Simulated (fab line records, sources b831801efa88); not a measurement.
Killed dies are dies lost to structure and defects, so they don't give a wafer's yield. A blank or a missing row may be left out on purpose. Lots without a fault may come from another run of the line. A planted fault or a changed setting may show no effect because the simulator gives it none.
fab line records | flow sky130
record lots=6 wafers=18 last_day=49
route steps=708 shown VIA3@585 METAL4@598 PAD_OPEN@708
lots that met no fault: from a run of the same line without faults
start_h: hours from the record's first day to the start of the lot's first wafer shown | wait_h: hours since the lot's step before | " the same as in the row above | L1.1+2: a row that stands for several wafers | - no value, or no start given | * or withheld: withheld | < > ~ a bound
route shown NAME@n: a module of which the file shows steps, and the number in the route of the first | usual: mean/standard deviation of fault-free wafers | same: alike in all rows | chamber/n: place in a boat | sites: the reading at each site | _std_site: their standard deviation | _edge_site: outer sites' mean less inner sites' | radius_mm: how far each site lies from the wafer's centre | mask NAME#n: copy n | behind: the tool/chamber that last shaped the wafer | hold: why the lot was held/for how many hours/how that ended | device: the transistor (n, p or np) that didn't switch | end of line: the same wafers' tests at the end of the route | a step without rows: its recipe alone | killed: dies lost to structure and defects at the first sort, not the wafer's yield | map: a wafer's dies, x killed, . not, _ none there
set.NAME: the setting as run; set.NAME@STEP: as run at that earlier step | model.NAME: the simulator's own value behind a step, which no gauge read
lots at some steps of the route; a table a step, a row a wafer
services: from which hour (start_h, from the record's first day; less than 0 if before it) a tool's chamber was out of use, for how many hours, and why
## steps
# step SKY_VIA3_CD_MEAS_12
# recipe target_cd_nm=200
# usual cd_nm=199.6/1.5
# columns lot.wafer tool chamber start_h wait_h cd_nm
L397.1 cd_sem-01 - 939.53 - 200.8
L397.3 " - " " 201.4
L397.6 " - " " 200.4
L399.2 cd_sem-02 - 946.19 - 202.8
L399.3 " - " " 201.7
L399.6 " - " " 203.3
L409.1 cd_sem-01 - 1024.69 - 201.0
L409.3 " - " " 200.4
L409.6 " - " " 199.3
L411.1 cd_sem-02 - 1036.47 - 199.6
L411.5 " - " " 199.1
L411.6 " - " " 199.7
L412.3 cd_sem-02 - 1040.66 - 198.6
L412.4 " - " " 197.9
L412.6 " - " " 198.4
L416.2 cd_sem-02 - 1054.86 - 202.1
L416.3 " - " " 201.9
L416.4 " - " " 201.4
# step SKY_VIA3_OVL_MEAS_13
# usual VIA3_OVL=0/4.8
# columns lot.wafer tool chamber start_h wait_h VIA3_OVL[nm]
L397.1 overlay-02 - 939.65 0.1 2
L397.3 " - " " -1
L397.6 " - " " 4
L399.2 overlay-01 - 946.29 0.1 -3
L399.3 " - " " -4
L399.6 " - " " 2
L409.1 overlay-02 - 1024.81 0.1 3
L409.3 " - " " 4
L409.6 " - " " 2
L411.1 overlay-02 - 1036.59 0.1 11
L411.5 " - " " 9
L411.6 " - " " 4
L412.3 overlay-01 - 1040.75 0.1 -1
L412.4 " - " " 2
L412.6 " - " " 2
L416.2 overlay-02 - 1054.97 0.1 5
L416.3 " - " " 6
L416.4 " - " " 4
# step SKY_VIA3_ETCH_14
# recipe chemistry=N2/H2 target=BARC ion_energy_ev=200 source_w=500 bias_w=100 pressure_mtorr=30 n2_flow_sccm=100 h2_flow_sccm=200 stop_on=SiO2 time_s=45.9 target_depth_a=600
# usual drypump_motor_current_A=5.8/0.39 n2_flow_sccm=100.01/0.27 oes_product_au=0.855/0.0047 throttle_valve_pct=13.224/0.0083
# columns lot.wafer tool chamber start_h wait_h drypump_motor_current_A n2_flow_sccm oes_product_au rf_hours_counter_h throttle_valve_pct
L397.1 rie_diel-03 2 939.68 0.0 6.3 99.75 0.848 18 13.201
L397.3 " 1 " " 5.8 99.62 0.845 6 13.211
L397.6 " 0 " " 5.2 100.76 0.861 - 13.220
L399.2 rie_diel-01 2 946.32 0.0 5.8 99.64 0.850 26 13.215
L399.3 " 1 " " 5.4 100.03 0.859 23 13.223
L399.6 " 2 " " 5.8 100.00 0.849 - 13.230
L409.1 rie_diel-04 2 1024.84 0.0 5.4 100.45 0.852 25 13.206
L409.3 " 1 " " 6.1 99.98 0.849 7 13.226
L409.6 " 1 " " 6.1 99.66 0.848 - 13.225
L411.1 rie_diel-04 0 1036.62 0.0 5.6 99.85 0.854 22 13.229
L411.5 " 1 " " 6.1 100.21 0.855 - 13.223
L411.6 " 2 " " 5.4 99.47 0.853 - 13.222
L412.3 rie_diel-03 2 1040.77 0.0 6.3 100.41 0.852 21 13.241
L412.4 " 3 " " 6.2 99.79 0.854 1 13.228
L412.6 " 1 " " 5.8 99.90 0.857 - 13.226
L416.2 rie_diel-01 0 1055.00 0.0 5.7 99.64 0.853 3 13.233
L416.3 " 3 " " 5.8 99.90 0.854 22 13.229
L416.4 " 2 " " 5.8 99.99 0.854 30 13.224
# step SKY_VIA3_ETCH_15
# recipe target=SiO2 chemistry=C4F8/O2/Ar target_depth_nm=507 stop_on=TiN mask_material=KrF-thick source_w=1500 bias_w=1200 pressure_mtorr=40 c4f8_flow_sccm=withheld O2_flow_sccm=6 Ar_flow_sccm=300 time_s=78
# usual oes_product_au=0.945/0.0052
# columns lot.wafer tool chamber start_h wait_h oes_product_au rf_hours_counter_h
L397.1 rie_diel-03 2 939.72 0.0 0.948 18
L397.3 " 1 " " 0.942 6
L397.6 " 0 " " 0.960 -
L399.2 rie_diel-01 2 946.36 0.0 0.945 26
L399.3 " 1 " " 0.954 23
L399.6 " 2 " " 0.958 -
L409.1 rie_diel-04 2 1024.89 0.0 0.946 25
L409.3 " 1 " " 0.946 7
L409.6 " 1 " " 0.944 -
L411.1 rie_diel-04 0 1036.67 0.0 0.941 22
L411.5 " 1 " " 0.953 -
L411.6 " 2 " " 0.936 -
L412.3 rie_diel-03 2 1040.82 0.0 0.943 22
L412.4 " 3 " " 0.948 1
L412.6 " 1 " " 0.949 -
L416.2 rie_diel-01 0 1055.04 0.0 0.942 3
L416.3 " 3 " " 0.945 22
L416.4 " 2 " " 0.948 30
# step SKY_VIA3_STRIP_16
# recipe chemistry=O2/N2 power_w=1400 pressure_mtorr=1500 platen_temp_c=withheld o2_flow_sccm=3000 n2_flow_sccm=300 overash_fraction=0.5
# usual drypump_motor_current_A=5.67/0.3 n2_flow_sccm=300.0/0.91 oes_product_au=0.403/0.0045 strip_time_to_endpoint_s=4.165/0.03
# columns lot.wafer tool chamber start_h wait_h drypump_motor_current_A n2_flow_sccm oes_product_au rf_hours_counter_h strip_time_to_endpoint_s
L397.1 plasma_asher-01 1 939.78 0.0 5.81 300.9 0.403 49 4.144
L397.3 " 1 " " 5.81 302.2 0.415 - 4.161
L397.6 " 0 " " 5.34 300.3 0.400 - 4.158
L399.2 plasma_asher-04 0 946.42 0.0 5.69 300.1 0.401 84 4.088
L399.3 " 1 " " 5.86 299.6 0.405 - 4.110
L399.6 " 1 " " 5.88 299.2 0.405 - 4.085
L409.1 plasma_asher-04 1 1024.95 0.0 5.89 301.0 0.405 91 4.181
L409.3 " 1 " " 5.89 302.1 0.403 - 4.118
L409.6 " 0 " " 5.68 301.3 0.401 - 4.117
L411.1 plasma_asher-01 0 1036.73 0.0 5.33 300.6 0.407 58 4.191
L411.5 " 1 " " 5.83 298.5 0.404 - 4.166
L411.6 " 0 " " 5.31 300.7 0.406 - 4.177
L412.3 plasma_asher-01 0 1040.91 0.1 5.33 298.0 0.409 - 4.198
L412.4 " 1 " " 5.84 301.3 0.404 - 4.123
L412.6 " 1 " " 5.83 300.2 0.396 - 4.175
L416.2 plasma_asher-01 0 1055.10 0.0 5.31 298.3 0.394 60 4.124
L416.3 " 1 " " 5.83 299.5 0.405 - 4.166
L416.4 " 0 " " 5.35 299.2 0.398 - 4.127
# step SKY_VIA3_STRIP_17
# recipe chemistry=post_etch_residue_remover time_s=1200 temp_c=72.5
# step SKY_VIA3_CLEAN_18
# recipe chemistry=IPA time_s=180 temp_c=25
# step SKY_VIA3_CLEAN_19
# recipe chemistry=O3/DIW dry=n2_spin
# step SKY_VIA3_SPUTTER_20
# recipe material=TiN target_thk_nm=20 chamber_pressure_pa=5 power_w=4000 time_s=80
# usual throttle_valve_pct=30.0/0.88
# columns lot.wafer tool chamber start_h wait_h throttle_valve_pct
L397.1 pvd_sputter-03 - 940.38 0.0 28.1
L397.3 " - " " 30.8
L397.6 " - " " 29.6
L399.2 pvd_sputter-03 - 947.02 0.0 29.3
L399.3 " - " " 31.0
L399.6 " - " " 29.1
L409.1 pvd_sputter-03 - 1025.57 0.0 29.7
L409.3 " - " " 29.2
L409.6 " - " " 30.7
L411.1 pvd_sputter-01 - 1037.32 0.0 30.5
L411.5 " - " " 30.3
L411.6 " - " " 30.5
L412.3 pvd_sputter-01 - 1041.47 0.0 30.5
L412.4 " - " " 30.1
L412.6 " - " " 29.9
L416.2 pvd_sputter-03 - 1055.69 0.0 30.8
L416.3 " - " " 29.0
L416.4 " - " " 29.9
# step SKY_VIA3_CVD_21
# recipe material=W target_thk_nm=390 time_s=117.31 temp_c=400 pressure_torr=40
# usual heater_power_w=877/100
# columns lot.wafer tool chamber start_h wait_h heater_power_w
L397.1 cvd_w-01 1 940.45 0.0 1056
L397.3 " 0 " " 879
L397.6 " 0 " " 896
L399.2 cvd_w-01 0 947.08 0.0 906
L399.3 " 0 " " 914
L399.6 " 0 " " 892
L409.1 cvd_w-01 0 1025.63 0.0 901
L409.3 " 0 " " 917
L409.6 " 1 " " 1050
L411.1 cvd_w-02 0 1037.38 0.0 780
L411.5 " 0 " " 789
L411.6 " 1 " " 783
L412.3 cvd_w-02 1 1041.57 0.1 786
L412.4 " 0 " " 794
L412.6 " 1 " " 805
L416.2 cvd_w-02 1 1055.75 0.0 773
L416.3 " 1 " " 797
L416.4 " 0 " " 808
# step SKY_VIA3_RS_MEAS_22
# recipe thk_meas_gauge=four-point-probe reads=W_of_VIA3_CVD_21+TiN_of_VIA3_SPUTTER_20
# usual VIA3_W_RS=0.293/0.0037
# columns lot.wafer tool chamber start_h wait_h VIA3_W_RS[ohm/sq]
L397.1 film_metro-04 - 940.57 0.1 0.296
L397.3 " - " " 0.289
L397.6 " - " " 0.286
L399.2 film_metro-04 - 947.22 0.1 0.293
L399.3 " - " " 0.293
L399.6 " - " " 0.291
L409.1 film_metro-03 - 1025.75 0.1 0.293
L409.3 " - " " 0.290
L409.6 " - " " 0.295
L411.1 film_metro-04 - 1037.51 0.1 0.289
L411.5 " - " " 0.292
L411.6 " - " " 0.297
L412.3 film_metro-04 - 1041.69 0.1 0.300
L412.4 " - " " 0.295
L412.6 " - " " 0.302
L416.2 film_metro-04 - 1055.89 0.1 0.300
L416.3 " - " " 0.300
L416.4 " - " " 0.288
# step SKY_VIA3_THK_MEAS_23
# recipe thk_meas_gauge=xrf reads=W_of_VIA3_CVD_21
# usual VIA3_W_THK=395/7.4
# columns lot.wafer tool chamber start_h wait_h VIA3_W_THK[nm]
L397.1 film_metro-04 - 940.69 0.1 396
L397.3 " - " " 407
L397.6 " - " " 411
L399.2 film_metro-04 - 947.33 0.1 399
L399.3 " - " " 401
L399.6 " - " " 400
L409.1 film_metro-03 - 1025.87 0.1 396
L409.3 " - " " 401
L409.6 " - " " 393
L411.1 film_metro-04 - 1037.63 0.1 406
L411.5 " - " " 404
L411.6 " - " " 398
L412.3 film_metro-04 - 1041.79 0.1 391
L412.4 " - " " 396
L412.6 " - " " 389
L416.2 film_metro-04 - 1056.00 0.1 385
L416.3 " - " " 389
L416.4 " - " " 404
# step SKY_VIA3_CMP_24
# recipe stop_on=SiO2 t_overpolish_s=20 down_force_psi=3.5 platen_rpm=60 target_thk_nm=0 pad_velocity_m_s=0.94248
# usual motor_current_A=10.6/1 overpolish_run_s=20.001/0.01 time_to_endpoint_s=93/4.6
# columns lot.wafer tool chamber start_h wait_h motor_current_A overpolish_run_s time_to_endpoint_s
L397.3 cmp-01 1 940.75 0.0 9.5 20.000 99
L397.1 " 3 " " 13.1 19.991 99
L397.6 " 1 " " 9.4 20.005 98
L399.2 cmp-02 2 947.43 0.1 11.6 19.997 93
L399.3 " 0 " " 9.4 20.012 91
L399.6 " 1 " " 10.3 19.998 88
L409.3 cmp-01 1 1025.98 0.1 9.7 19.983 97
L409.1 " 3 " " 12.1 0.058 151
L409.6 " 0 " " 12.1 19.996 97
L411.1 cmp-01 0 1037.74 0.1 11.7 0.037 153
L411.6 " 3 " " 12.9 19.987 96
L411.5 " 0 " " 12.2 0.046 152
L412.4 cmp-02 0 1041.88 0.1 10.2 19.990 95
L412.3 " 2 " " 11.4 20.007 93
L412.6 " 3 " " 10.2 19.994 88
L416.2 cmp-02 0 1056.05 0.0 10.0 20.022 90
L416.3 " 1 " " 10.6 19.993 92
L416.4 " 2 " " 10.8 19.999 95
# step SKY_METAL4_SPUTTER_00
# recipe material=Ti target_thk_nm=15 power_w=3000 time_s=10 chamber_pressure_pa=0.4
# step SKY_PAD_OPEN_PROBE_99
# usual defect_limited_yield=82.3/1.9 killed_at_M0_to_M3=44/6.9 killed_at_M4_up=3.3/2.1 killed_at_contacts=24/4.8 killed_at_front_end=15/4.4 killed_at_other=0.2/0.48 killed_dies=87/9.5 killed_on_rim=17/4 killed_open=48/6.5 killed_short=39/6.3 sort_bin_3_pad_short=0.9/0.48 sort_bin_5_function=10.5/1.5 sort_bin_6_memory=6.3/1.1 sort_n_pass=405/9.5 sort_yield_pct=82.3/1.9
# same gross_dies=492 killed_at_back_side=0 sort_bin_4_leakage[%]=0 sort_bin_8_speed[%]=0
# columns lot.wafer tool chamber start_h wait_h hold defect_limited_yield[%] killed_at_M0_to_M3 killed_at_M4_up killed_at_contacts killed_at_front_end killed_at_other killed_dies killed_on_rim killed_open killed_short sort_bin_3_pad_short[%] sort_bin_5_function[%] sort_bin_6_memory[%] sort_n_pass sort_yield_pct[%]
L397.1 prober-02 - 1086.03 0.1 - 85.4 33 1 24 14 0 72 8 41 31 0.4 10.0 4.3 420 85.4
L397.3 prober-02 - 1086.13 0.2 - 83.5 42 2 26 11 0 81 15 46 35 1.2 9.8 5.5 411 83.5
L397.6 prober-02 - 1086.28 0.2 - 83.3 42 3 23 14 0 82 20 31 50 1.6 11.2 3.9 410 83.3
L409.1 prober-01 - 1155.16 0.1 await_dispo/0.2h/release 0 463 1 20 7 1 492 96 39 30 86.0 8.1 5.9 0 0
L409.3 prober-01 - 1155.26 0.2 await_dispo/0.2h/release 81.5 53 6 22 10 0 91 15 46 45 2.0 11.8 4.7 401 81.5
L409.6 prober-01 - 1155.41 0.2 await_dispo/0.2h/release 84.1 44 0 18 14 2 78 22 42 36 0.4 10.2 5.3 414 84.1
L411.1 prober-01 - 1165.66 0.1 await_dispo/1.8h/release 0 446 7 19 20 0 492 96 45 39 83.9 9.3 6.7 0 0
L411.5 prober-01 - 1165.86 0.2 await_dispo/1.8h/release 0 452 3 24 13 0 492 96 52 39 82.1 10.8 7.1 0 0
L411.6 prober-01 - 1165.91 0.2 await_dispo/1.8h/release 86.0 33 5 20 11 0 69 15 38 31 0.4 7.9 5.7 423 86.0
L412.3 prober-02 - 1168.22 0.2 - 82.7 39 9 20 17 0 85 27 45 39 0.2 10.2 6.9 407 82.7
L412.4 prober-02 - 1168.27 0.2 - 79.3 45 8 28 21 0 102 22 50 52 0.6 14.6 5.5 390 79.3
L412.6 prober-02 - 1168.37 0.2 - 85.0 40 1 23 10 0 74 12 39 34 0.8 7.9 6.3 418 85.0
L416.2 prober-02 - 1180.05 0.1 - 80.9 49 2 23 19 1 94 20 57 37 1.0 11.8 6.3 398 80.9
L416.3 prober-02 - 1180.10 0.2 - 80.5 41 8 24 22 1 96 13 51 45 1.8 9.8 7.9 396 80.5
L416.4 prober-02 - 1180.15 0.2 - 80.1 42 4 37 15 0 98 17 61 37 1.0 10.8 8.1 394 80.1
# killed by level:class
L397.1 CONTACT:geometric_particle:open=12 VIA2:geometric_particle:open=6 METAL2:geometric_particle:short=6 VIA3:geometric_particle:open=6 CONTACT:geometric_particle:short=5 VIA1:geometric_particle:open=5 POLY_GATE:geometric_particle:short=4 LI_CONTACT:geometric_particle:open=3
L397.3 VIA2:geometric_particle:open=10 LOCAL_INTERCONNECT:geometric_particle:short=8 CONTACT:geometric_particle:open=8 VIA3:geometric_particle:open=8 VIA1:geometric_particle:open=6 LI_CONTACT:geometric_particle:open=5 VIA1:geometric_particle:short=5 FIELD_ISO:geometric_particle:open=4
L397.6 VIA1:geometric_particle:short=10 CONTACT:geometric_particle:open=8 FIELD_ISO:geometric_particle:short=7 LI_CONTACT:geometric_particle:open=5 LOCAL_INTERCONNECT:geometric_particle:short=5 VIA2:geometric_particle:open=5 VIA2:geometric_particle:short=5 METAL3:geometric_particle:short=5
L409.1 VIA3:area_cmp=423 VIA1:geometric_particle:open=12 VIA3:geometric_particle:open=8 LOCAL_INTERCONNECT:geometric_particle:short=6 VIA2:geometric_particle:open=6 CONTACT:geometric_particle:short=5 CONTACT:geometric_particle:open=5 LI_CONTACT:geometric_particle:open=4
L409.3 VIA1:geometric_particle:open=12 VIA3:geometric_particle:open=8 METAL1:geometric_particle:short=7 VIA2:geometric_particle:open=7 CONTACT:geometric_particle:open=7 VIA1:geometric_particle:short=7 CONTACT:geometric_particle:short=6 LOCAL_INTERCONNECT:geometric_particle:short=5
L409.6 VIA2:geometric_particle:open=10 CONTACT:geometric_particle:open=7 METAL2:geometric_particle:short=7 METAL1:geometric_particle:short=6 VIA1:geometric_particle:open=5 VIA3:geometric_particle:open=5 FIELD_ISO:geometric_particle:open=4 LOCAL_INTERCONNECT:geometric_particle:short=4
L411.1 VIA3:area_cmp=408 VIA1:geometric_particle:open=11 CONTACT:geometric_particle:open=7 FIELD_ISO:geometric_particle:open=6 FIELD_ISO:geometric_particle:short=6 POLY_GATE:geometric_particle:short=5 LI_CONTACT:geometric_particle:open=5 METAL1:geometric_particle:short=5
L411.5 VIA3:area_cmp=401 VIA1:geometric_particle:open=14 CONTACT:geometric_particle:open=10 VIA3:geometric_particle:open=9 VIA1:geometric_particle:short=5 METAL2:geometric_particle:short=5 VIA2:geometric_particle:open=5 FIELD_ISO:geometric_particle:short=4
L411.6 VIA1:geometric_particle:open=11 CONTACT:geometric_particle:open=8 VIA1:geometric_particle:short=6 VIA3:geometric_particle:open=5 FIELD_ISO:geometric_particle:short=4 LOCAL_INTERCONNECT:geometric_particle:short=4 POLY_GATE:geometric_particle:open=4 LI_CONTACT:geometric_particle:open=4
L412.3 VIA1:geometric_particle:open=11 FIELD_ISO:geometric_particle:short=7 CONTACT:geometric_particle:open=7 FIELD_ISO:geometric_particle:open=6 VIA2:geometric_particle:open=6 METAL4:geometric_particle:short=6 VIA1:geometric_particle:short=5 VIA3:geometric_particle:open=5
L412.4 CONTACT:geometric_particle:open=12 VIA1:geometric_particle:open=9 VIA2:geometric_particle:short=8 LI_CONTACT:geometric_particle:short=7 POLY_GATE:geometric_particle:open=6 METAL4:geometric_particle:short=6 FIELD_ISO:geometric_particle:open=5 FIELD_ISO:geometric_particle:short=5
L412.6 CONTACT:geometric_particle:open=9 VIA1:geometric_particle:open=8 LOCAL_INTERCONNECT:geometric_particle:short=5 METAL1:geometric_particle:short=5 VIA1:geometric_particle:short=5 VIA2:geometric_particle:open=5 LI_CONTACT:geometric_particle:open=4 CONTACT:geometric_particle:short=3
L416.2 VIA1:geometric_particle:open=11 VIA2:geometric_particle:open=9 CONTACT:geometric_particle:open=9 FIELD_ISO:geometric_particle:open=7 METAL2:geometric_particle:short=6 LI_CONTACT:geometric_particle:short=5 METAL3:geometric_particle:short=4 LI_CONTACT:geometric_particle:open=4
L416.3 VIA1:geometric_particle:open=11 VIA2:geometric_particle:open=8 LI_CONTACT:geometric_particle:open=8 FIELD_ISO:geometric_particle:short=7 METAL4:geometric_particle:short=7 CONTACT:geometric_particle:open=7 VIA1:geometric_particle:short=5 POLY_GATE:geometric_particle:short=5
L416.4 LI_CONTACT:geometric_particle:open=17 CONTACT:geometric_particle:open=12 VIA2:geometric_particle:open=8 METAL1:geometric_particle:short=7 FIELD_ISO:geometric_particle:open=6 CONTACT:geometric_particle:short=6 VIA1:geometric_particle:open=5 METAL2:geometric_particle:short=5
# map L409.1 (x killed, . not)
__________xxxxxxxxxx_________
________xxxxxxxxxxxxxx_______
______xxxxxxxxxxxxxxxxxx_____
_____xxxxxxxxxxxxxxxxxxxx____
____xxxxxxxxxxxxxxxxxxxxxx___
___xxxxxxxxxxxxxxxxxxxxxxxx__
__xxxxxxxxxxxxxxxxxxxxxxxxxx_
_xxxxxxxxxxxxxxxxxxxxxxxxxxxx
_xxxxxxxxxxxxxxxxxxxxxxxxxxxx
_xxxxxxxxxxxxxxxxxxxxxxxxxxxx
_xxxxxxxxxxxxxxxxxxxxxxxxxxxx
_xxxxxxxxxxxxxxxxxxxxxxxxxxxx
_xxxxxxxxxxxxxxxxxxxxxxxxxxxx
_xxxxxxxxxxxxxxxxxxxxxxxxxxxx
_xxxxxxxxxxxxxxxxxxxxxxxxxxxx
__xxxxxxxxxxxxxxxxxxxxxxxxxx_
___xxxxxxxxxxxxxxxxxxxxxxxx__
____xxxxxxxxxxxxxxxxxxxxxx___
_____xxxxxxxxxxxxxxxxxxxx____
______xxxxxxxxxxxxxxxxxx_____
________xxxxxxxxxxxxxx_______
__________xxxxxxxxxx_________
# map L411.1 (x killed, . not)
__________xxxxxxxxxx_________
________xxxxxxxxxxxxxx_______
______xxxxxxxxxxxxxxxxxx_____
_____xxxxxxxxxxxxxxxxxxxx____
____xxxxxxxxxxxxxxxxxxxxxx___
___xxxxxxxxxxxxxxxxxxxxxxxx__
__xxxxxxxxxxxxxxxxxxxxxxxxxx_
_xxxxxxxxxxxxxxxxxxxxxxxxxxxx
_xxxxxxxxxxxxxxxxxxxxxxxxxxxx
_xxxxxxxxxxxxxxxxxxxxxxxxxxxx
_xxxxxxxxxxxxxxxxxxxxxxxxxxxx
_xxxxxxxxxxxxxxxxxxxxxxxxxxxx
_xxxxxxxxxxxxxxxxxxxxxxxxxxxx
_xxxxxxxxxxxxxxxxxxxxxxxxxxxx
_xxxxxxxxxxxxxxxxxxxxxxxxxxxx
__xxxxxxxxxxxxxxxxxxxxxxxxxx_
___xxxxxxxxxxxxxxxxxxxxxxxx__
____xxxxxxxxxxxxxxxxxxxxxx___
_____xxxxxxxxxxxxxxxxxxxx____
______xxxxxxxxxxxxxxxxxx_____
________xxxxxxxxxxxxxx_______
__________xxxxxxxxxx_________
## services
# columns tool chamber start_h hours kind
pvd_sputter-01 - 917.61 70.1 repair
rie_diel-01 2 926.76 5.8 repair
rie_diel-01 1 927.84 7.1 repair
rie_diel-04 3 940.00 16.2 repair
cvd_w-02 - 940.44 0.8 repair
rie_diel-04 1 944.27 45.8 repair
rie_diel-04 - 960.90 0.2 repair
plasma_asher-04 - 962.06 0.3 repair
cvd_w-02 - 968.80 0.5 repair
pvd_sputter-03 - 969.41 24.1 repair
cvd_w-02 - 972.38 3.8 pm
rie_diel-04 0 974.19 5.4 repair
rie_diel-03 3 986.10 3.6 repair
cmp-02 - 991.63 1.6 repair
rie_diel-01 1 995.48 9.3 repair
cmp-02 - 995.96 5.6 repair
pvd_sputter-01 - 1005.04 1.1 repair
cmp-02 - 1005.46 4.9 pm
cvd_w-02 1 1007.21 4.3 repair
rie_diel-01 2 1015.28 5.0 repair
rie_diel-03 3 1022.17 11.0 repair
cmp-02 - 1026.25 1.8 repair
cvd_w-02 - 1035.29 1.2 repair
cmp-01 - 1041.87 1.3 repair
## key
first_sign step=SKY_VIA3_CMP_24 reading=overpolish_run_s direction=down sigmas=99+ usual=20.001 struck=0.047
effect step=SKY_VIA3_CMP_24 reading=time_to_endpoint_s direction=up sigmas=13 usual=* struck=*
effect step=SKY_PAD_OPEN_PROBE_99 reading=sort_bin_3_pad_short direction=up sigmas=99+ usual=0.9 struck=84.0
more_kills_born_at SKY_VIA3_CMP_24@cmp-01=1232
met_at SKY_VIA3_CMP_24
struck_wafers L409.1,L411.1,L411.5
later_rows_left_out L409.1,L411.1,L411.5
onset_between 940.75 1025.98
fault kind=process_parameter_drift tool=cmp-01 chamber=- onset_h=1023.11 steps=SKY_VIA3_CMP_24 channel=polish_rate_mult offset=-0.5 shape=step end_h=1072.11 scope=struck_wafers_only
# later_rows_left_out: the simulator's readings of these wafers behind a module that went badly wrong aren't trusted and aren't shown, but for the sort
